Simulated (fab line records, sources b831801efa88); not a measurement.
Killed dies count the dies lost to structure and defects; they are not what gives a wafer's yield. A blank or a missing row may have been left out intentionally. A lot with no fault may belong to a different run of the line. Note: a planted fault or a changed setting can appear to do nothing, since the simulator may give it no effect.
fab line records	flow sky130
record: lots: 13	wafers: 37	last_day: 50
route steps=708 shown METAL2@484 VIA2@520 VIA3@573 PAD_OPEN@708
lots that met no fault: from a run of the same line without faults
start_h: hours from the record's opening day to when the first of the lot's shown wafers began	wait_h: how many hours have passed since the lot's step before this one	" identical to the entry in the row above	L1.1+2: one row covering several wafers at once	- value missing, or start not given	* or withheld: withheld	< > ~ a bound
route shown NAME@n: names a module that has steps shown in the file, with the first one's number in the route	usual: mean/standard deviation of fault-free wafers	same: alike in all rows	chamber/n: place in a boat	sites: the reading at each site	_std_site: how widely they spread, as a standard deviation	_edge_site: inner sites' mean taken away from outer sites' mean	radius_mm: how far each site lies from the wafer's centre	mask NAME#n: copy n	behind: tool/chamber where the wafer was last shaped	hold: what put the lot on hold/how long, in hours/how the hold closed	device: which transistor (n, p or np) failed to switch	end of line: the tests these same wafers got at the end of their route	where a step has no rows: the recipe by itself	killed: dies that structure and defects cost at the first sort, which is not the same as the wafer's yield	map: a wafer's dies, x killed, . not, _ none there
set.NAME: the setting the step ran with; set.NAME@STEP: the setting that earlier step ran with	model.NAME: the simulator's own value behind a step, which no gauge read
steps of the route over a sample of lots; a table a step, a row a wafer
services: a tool's chamber out of use, with start hour (start_h, from the record's first day; less than 0 if before it), hours out, and reason
== steps ==
step: SKY_METAL2_SPUTTER_01
recipe: material: TiN	target_thk_nm: 20	power_w: 6500	time_s: 16.7	chamber_pressure_pa: 0.4
usual: throttle_valve_pct: 30.0/0.78
lot.wafer	tool	chamber	start_h	wait_h	throttle_valve_pct
L419.1	pvd_sputter-02	-	790.46	0.0	28.5
L419.2	"	-	"	"	29.9
L419.3	"	-	"	"	30.8
L420.3	pvd_sputter-01	-	797.12	0.0	29.7
L420.5	"	-	"	"	29.0
L420.6	"	-	"	"	31.3
L421.1	pvd_sputter-01	-	815.70	0.0	30.6
L421.2	"	-	"	"	31.1
L421.6	"	-	"	"	30.3
L422.2	pvd_sputter-02	-	819.32	0.0	30.7
L422.4	"	-	"	"	30.3
L422.6	"	-	"	"	30.7
L427.1	pvd_sputter-04	-	856.41	0.0	28.9
L427.4	"	-	"	"	30.2
L430.3	pvd_sputter-02	-	878.36	0.0	28.6
L430.4	"	-	"	"	28.7
L436.1	pvd_sputter-01	-	919.09	0.0	29.8
L436.5	"	-	"	"	28.9
L436.6	"	-	"	"	30.8
L437.1	pvd_sputter-02	-	927.96	0.0	30.3
L437.3	"	-	"	"	30.9
L437.4	"	-	"	"	30.0
L438.3	pvd_sputter-01	-	932.97	0.0	30.4
L438.4	"	-	"	"	29.8
L438.6	"	-	"	"	30.6
L439.3	pvd_sputter-01	-	935.93	0.0	31.0
L439.4	"	-	"	"	29.7
L439.6	"	-	"	"	29.0
L440.1	pvd_sputter-02	-	940.49	0.0	30.1
L440.5	"	-	"	"	29.9
L440.6	"	-	"	"	30.3
L441.1	pvd_sputter-02	-	949.51	0.0	30.7
L441.2	"	-	"	"	30.2
L441.5	"	-	"	"	30.2
L442.1	pvd_sputter-02	-	955.96	0.0	30.0
L442.4	"	-	"	"	30.0
L442.5	"	-	"	"	30.1
step: SKY_VIA2_OVL_MEAS_13
usual: VIA2_OVL: -1/5.4
lot.wafer	tool	chamber	start_h	wait_h	VIA2_OVL[nm]
L419.1	overlay-02	-	845.56	0.1	-3
L419.2	"	-	"	"	4
L419.3	"	-	"	"	0
L420.3	overlay-01	-	852.03	0.1	8
L420.5	"	-	"	"	11
L420.6	"	-	"	"	7
L421.1	overlay-01	-	870.64	0.1	7
L421.2	"	-	"	"	-2
L421.6	"	-	"	"	-2
L422.2	overlay-02	-	873.27	0.1	13
L422.4	"	-	"	"	5
L422.6	"	-	"	"	3
L427.1	overlay-02	-	908.41	0.1	1
L427.4	"	-	"	"	-3
L430.3	overlay-02	-	930.37	0.1	-6
L430.4	"	-	"	"	-3
L436.1	overlay-01	-	968.34	0.1	2
L436.5	"	-	"	"	4
L436.6	"	-	"	"	3
L437.1	overlay-02	-	977.79	0.1	4
L437.3	"	-	"	"	3
L437.4	"	-	"	"	5
L438.3	overlay-01	-	983.28	0.1	-3
L438.4	"	-	"	"	7
L438.6	"	-	"	"	6
L439.3	overlay-01	-	985.98	0.1	-10
L439.4	"	-	"	"	-4
L439.6	"	-	"	"	-8
L440.1	overlay-01	-	989.27	0.1	0
L440.5	"	-	"	"	-7
L440.6	"	-	"	"	-12
L441.1	overlay-02	-	998.01	0.1	-4
L441.2	"	-	"	"	5
L441.5	"	-	"	"	-3
L442.1	overlay-01	-	1004.34	0.1	7
L442.4	"	-	"	"	2
L442.5	"	-	"	"	5
step: SKY_VIA3_HDPCVD_00
recipe: material: SiO2	target_thk_nm: 1635	sigma_open_frac: 0.3	time_s: 272.5	temp_c: 400	sih4_flow_sccm: 60	pressure_mtorr: 6
usual: run_length_s: 300.1/0.44
lot.wafer	tool	chamber	start_h	wait_h	run_length_s
L419.1	hdpcvd-02	2	899.98	0.0	301.0
L419.2	"	0	"	"	300.7
L419.3	"	1	"	"	299.4
L420.3	hdpcvd-02	2	905.57	0.0	300.4
L420.5	"	0	"	"	300.4
L420.6	"	2	"	"	300.3
L421.1	hdpcvd-01	0	923.78	0.0	300.6
L421.2	"	2	"	"	299.5
L421.6	"	2	"	"	299.5
L422.2	hdpcvd-02	2	926.70	0.0	300.5
L422.4	"	2	"	"	300.6
L422.6	"	1	"	"	299.4
L427.1	hdpcvd-02	2	960.87	0.0	307.5
L427.4	"	2	"	"	308.0
L430.3	hdpcvd-02	0	982.30	0.0	300.2
L430.4	"	2	"	"	307.7
L436.1	hdpcvd-01	0	1017.57	0.0	300.8
L436.5	"	1	"	"	300.7
L436.6	"	0	"	"	300.4
L437.1	hdpcvd-01	1	1027.08	0.0	300.1
L437.3	"	0	"	"	300.7
L437.4	"	0	"	"	300.7
L438.3	hdpcvd-02	1	1032.56	0.0	299.8
L438.4	"	2	"	"	300.6
L438.6	"	1	"	"	299.4
L439.3	hdpcvd-01	2	1034.73	0.0	299.7
L439.4	"	2	"	"	299.5
L439.6	"	0	"	"	300.6
L440.1	hdpcvd-02	2	1037.57	0.0	300.4
L440.5	"	1	"	"	299.7
L440.6	"	0	"	"	300.2
L441.1	hdpcvd-02	0	1047.73	0.0	300.2
L441.2	"	2	"	"	300.7
L441.5	"	0	"	"	300.1
L442.1	hdpcvd-01	1	1052.87	0.0	299.9
L442.4	"	0	"	"	300.4
L442.5	"	1	"	"	299.9
step: SKY_VIA3_THK_MEAS_01
recipe: reads: SiO2_of_VIA3_HDPCVD_00
usual: VIA3_HDPCVD_THK: 1639/13
lot.wafer	tool	chamber	start_h	wait_h	VIA3_HDPCVD_THK[nm]
L419.1	film_metro-03	-	900.15	0.1	1621
L419.2	"	-	"	"	1633
L419.3	"	-	"	"	1614
L420.3	film_metro-01	-	905.76	0.1	1638
L420.5	"	-	"	"	1638
L420.6	"	-	"	"	1624
L421.1	film_metro-04	-	924.08	0.2	1636
L421.2	"	-	"	"	1625
L421.6	"	-	"	"	1649
L422.2	film_metro-03	-	926.88	0.1	1623
L422.4	"	-	"	"	1638
L422.6	"	-	"	"	1626
L427.1	film_metro-04	-	961.04	0.1	1685
L427.4	"	-	"	"	1683
L430.3	film_metro-01	-	982.64	0.3	1651
L430.4	"	-	"	"	1674
L436.1	film_metro-01	-	1017.74	0.1	1669
L436.5	"	-	"	"	1660
L436.6	"	-	"	"	1655
L437.1	film_metro-04	-	1027.25	0.1	1670
L437.3	"	-	"	"	1663
L437.4	"	-	"	"	1666
L438.3	film_metro-01	-	1032.75	0.1	1636
L438.4	"	-	"	"	1654
L438.6	"	-	"	"	1644
L439.3	film_metro-04	-	1034.92	0.1	1651
L439.4	"	-	"	"	1651
L439.6	"	-	"	"	1649
L440.1	film_metro-01	-	1037.73	0.1	1641
L440.5	"	-	"	"	1644
L440.6	"	-	"	"	1647
L441.1	film_metro-03	-	1047.90	0.1	1631
L441.2	"	-	"	"	1641
L441.5	"	-	"	"	1637
L442.1	film_metro-03	-	1053.04	0.1	1638
L442.4	"	-	"	"	1619
L442.5	"	-	"	"	1635
step: SKY_VIA3_OVL_MEAS_13
usual: VIA3_OVL: -4/5.5
lot.wafer	tool	chamber	start_h	wait_h	VIA3_OVL[nm]
L419.1	overlay-02	-	925.41	0.1	2
L419.2	"	-	"	"	-4
L419.3	"	-	"	"	-5
L420.3	overlay-01	-	930.72	0.1	-9
L420.5	"	-	"	"	-10
L420.6	"	-	"	"	-1
L421.1	overlay-01	-	949.21	0.1	-4
L421.2	"	-	"	"	-6
L421.6	"	-	"	"	-8
L422.2	overlay-02	-	951.82	0.1	0
L422.4	"	-	"	"	-2
L422.6	"	-	"	"	-2
L427.1	overlay-02	-	985.61	0.1	-5
L427.4	"	-	"	"	-1
L430.3	overlay-02	-	1006.48	0.1	3
L430.4	"	-	"	"	5
L436.1	overlay-01	-	1040.92	0.1	-12
L436.5	"	-	"	"	-8
L436.6	"	-	"	"	-4
L437.1	overlay-02	-	1049.77	0.1	-6
L437.3	"	-	"	"	-4
L437.4	"	-	"	"	-11
L438.3	overlay-02	-	1055.48	0.1	-5
L438.4	"	-	"	"	-11
L438.6	"	-	"	"	-18
L439.3	overlay-01	-	1057.62	0.1	-3
L439.4	"	-	"	"	1
L439.6	"	-	"	"	3
L440.1	overlay-01	-	1060.21	0.1	-5
L440.5	"	-	"	"	-2
L440.6	"	-	"	"	-3
L441.1	overlay-01	-	1069.41	0.1	-3
L441.2	"	-	"	"	-5
L441.5	"	-	"	"	-5
L442.1	overlay-01	-	1075.06	0.1	-16
L442.4	"	-	"	"	-10
L442.5	"	-	"	"	-15
step: SKY_PAD_OPEN_PROBE_99
usual: defect_limited_yield: 82.2/1.9	killed_at_M0_to_M3: 43/6.5	killed_at_M4_up: 3.5/1.9	killed_at_contacts: 24/5.4	killed_at_front_end: 16/4.8	killed_at_other: 0.4/0.64	killed_dies: 87/9.4	killed_open: 47/7	killed_short: 40/6.3	sort_bin_3_pad_short: 0.9/0.4	sort_bin_5_function: 10.5/1.4	sort_bin_6_memory: 6.3/1.1	sort_n_pass: 405/9.4	sort_yield_pct: 82.2/1.9
same: gross_dies: 492	killed_at_back_side: 0	sort_bin_4_leakage[%]: 0	sort_bin_8_speed[%]: 0
lot.wafer	tool	chamber	start_h	wait_h	defect_limited_yield[%]	killed_at_M0_to_M3	killed_at_M4_up	killed_at_contacts	killed_at_front_end	killed_at_other	killed_dies	killed_open	killed_short	sort_bin_3_pad_short[%]	sort_bin_5_function[%]	sort_bin_6_memory[%]	sort_n_pass	sort_yield_pct[%]
L439.3	prober-02	-	1181.49	0.2	82.3	48	5	24	10	0	87	41	46	1.8	9.8	6.1	405	82.3
L439.4	prober-02	-	1181.54	0.2	78.7	51	5	32	17	0	105	63	42	0.6	13.4	7.3	387	78.7
L439.6	prober-02	-	1181.64	0.2	82.9	41	2	25	16	0	84	44	40	0.8	10.2	6.1	408	82.9
killed by level:class
L439.3 VIA1:geometric_particle:open=11 METAL2:geometric_particle:short=7 LI_CONTACT:geometric_particle:open=7 VIA1:geometric_particle:short=7 CONTACT:geometric_particle:open=6 METAL3:geometric_particle:short=5 METAL1:geometric_particle:short=5 VIA2:geometric_particle:open=4
L439.4 CONTACT:geometric_particle:open=16 VIA1:geometric_particle:open=9 METAL2:geometric_particle:short=8 VIA2:geometric_particle:open=8 POLY_GATE:geometric_particle:open=7 FIELD_ISO:geometric_particle:open=6 METAL1:geometric_particle:short=6 VIA3:geometric_particle:open=6
L439.6 LI_CONTACT:geometric_particle:open=8 VIA2:geometric_particle:open=8 CONTACT:geometric_particle:open=7 METAL2:geometric_particle:short=7 METAL1:geometric_particle:short=5 VIA1:geometric_particle:open=5 FIELD_ISO:geometric_particle:open=4 LOCAL_INTERCONNECT:geometric_particle:short=4
== services ==
tool	chamber	start_h	hours	kind
pvd_sputter-04	-	808.60	3.7	repair
pvd_sputter-02	-	814.32	2.1	repair
pvd_sputter-01	-	818.68	1.0	repair
pvd_sputter-02	-	870.27	2.4	repair
pvd_sputter-04	-	872.23	7.8	repair
pvd_sputter-04	-	879.08	1.4	repair
hdpcvd-01	-	913.84	0.7	repair
hdpcvd-01	1	923.08	15.2	repair
pvd_sputter-04	-	933.97	2.4	repair
hdpcvd-01	-	950.25	15.0	pm
hdpcvd-01	0	950.25	15.0	vent_cycle
hdpcvd-01	1	950.25	15.0	vent_cycle
hdpcvd-01	2	950.25	15.0	vent_cycle
hdpcvd-02	-	950.94	1.0	repair
hdpcvd-01	0	965.25	-	clean
hdpcvd-01	1	965.25	-	clean
hdpcvd-01	2	965.25	-	clean
pvd_sputter-02	-	982.11	11.9	repair
pvd_sputter-04	-	1005.31	0.9	repair
== key ==
first_sign: step: SKY_VIA3_HDPCVD_00	reading: run_length_s	direction: up	sigmas: 17	usual: *	struck: *
effect: step: SKY_VIA3_THK_MEAS_01	reading: VIA3_HDPCVD_THK	direction: up	sigmas: 3.1	usual: 1639	struck: 1681
met_at SKY_VIA3_HDPCVD_00
struck_lots L427,L430
struck_wafers L427.1,L427.4,L430.4
not_acting_at SKY_METAL2_SPUTTER_01,SKY_VIA2_OVL_MEAS_13,SKY_VIA3_OVL_MEAS_13
onset_between 926.70 960.87
fault: kind: process_parameter_drift	tool: hdpcvd-02	chamber: -	onset_h: 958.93	steps: SKY_VIA3_HDPCVD_00	channel: time_s	offset: *	shape: step	end_h: 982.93	scope: struck_wafers_only	acts_in: *	stated: *
